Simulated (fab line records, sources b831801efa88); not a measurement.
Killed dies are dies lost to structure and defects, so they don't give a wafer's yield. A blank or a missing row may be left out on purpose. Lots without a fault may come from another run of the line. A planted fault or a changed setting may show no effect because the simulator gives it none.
Problem report in the 8D (eight disciplines) form, filled by code | flow gf180mcu | the parts of the form that need people (team, actions taken, sign-off) are left out

1. THE PROBLEM
NSD_RS at GF_PSD_RS_MEAS_14 reads a mean of 44.01 ohm/sq on 6 wafers of 2 lots; wafers without a fault read 46.09 ohm/sq with a standard deviation of 0.08. That is -26 standard deviations from the usual mean.
The step: measures by four-point-probe.
First seen on wafer L147.1, day 21 09:20, on film_metro-01. The record holds 39 wafers of 13 lots with a number at this step. Rule for "out", or "out of limits": more than 4 standard deviations from the usual mean. The other wafers with a number count as sound.

2. WHAT IT IS AND WHAT IT IS NOT
question                    | is                           | is not
which readings at this step | NSD_RS                       | -
which lots                  | L147, L148                   | L129, L130, L131, L132, L133, L134, L139, L142, L144, L146, L150
which wafers of those lots  | all that have a number       | -
read on which gauges        | film_metro-01, film_metro-02 | film_metro-03
when                        | from day 21 09:20            | up to then (30 sound wafers); but 3 sound wafers of L150 came after

3. SUSPECTS, AND WHAT RULES EACH OUT
Counting: a tool at a process step up to the reading stays a suspect if it ran every lot that is out and no sound lot after the first of them.
- the gauge at GF_PSD_RS_MEAS_14: ruled out. The wafers that are out were read on 2 gauges (film_metro-01, film_metro-02).
- rtp_anneal-01 at GF_PSD_RTA_13 (time 20 s): kept. It ran every lot that is out, first L147 (day 21 09:15), and no sound lot after that; its last sound lot up to then is L146 (day 20 22:50). Its own readings are out on those wafers: run_length_s.
Left after counting: rtp_anneal-01 at GF_PSD_RTA_13.

4. THE CAUSE (what the simulator had put in)
Process parameter drift: rtp_anneal-01, from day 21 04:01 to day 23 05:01, at GF_PSD_RTA_13. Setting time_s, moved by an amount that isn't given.
Counting left only this tool.

5. THE CHAIN OF EFFECTS, in route order
Each row: a reading whose mean over the struck wafers that have a number lies more than 3 standard deviations from the usual. Only readings for which the record gives a usual standard deviation are gone through. hours: the time from each lot's start at the first step in this table that gives one to its start at this step, as a median over the lots. sigmas: the change in usual standard deviations.
hours | step              | reading      | usual         | on struck wafers | change | sigmas
0     | GF_PSD_RTA_13     | run_length_s | 48.26 s       | 57.79            | +9.53  | +50
0     | GF_PSD_RS_MEAS_14 | NSD_RS       | 46.09 ohm/sq  | 44.01            | -2.08  | -26
0     | GF_PSD_RS_MEAS_15 | PSD_RS       | 108.43 ohm/sq | 103.89           | -4.54  | -17
The process steps in it:
- GF_PSD_RTA_13: time 20 s.
Later measuring or inspecting steps at which every struck wafer that the step has a row for has a number for every such reading, and none has moved that far: GF_V3_RS_MEAS_24.

6. WHAT WOULD HAVE CAUGHT IT SOONER
In this record the first reading out of limits at a measuring or inspecting step was taken at day 21 09:20, 5 hours after the fault began at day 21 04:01.
The tool's own readings at GF_PSD_RTA_13 were out on every struck wafer that the step has a row for (run_length_s): an alarm limit on them would have fired on the first of those.
Of the lots that are out (2), L148 began GF_PSD_RTA_13 on rtp_anneal-01 after day 21 09:20. A hold on the tool at that time would have spared it.
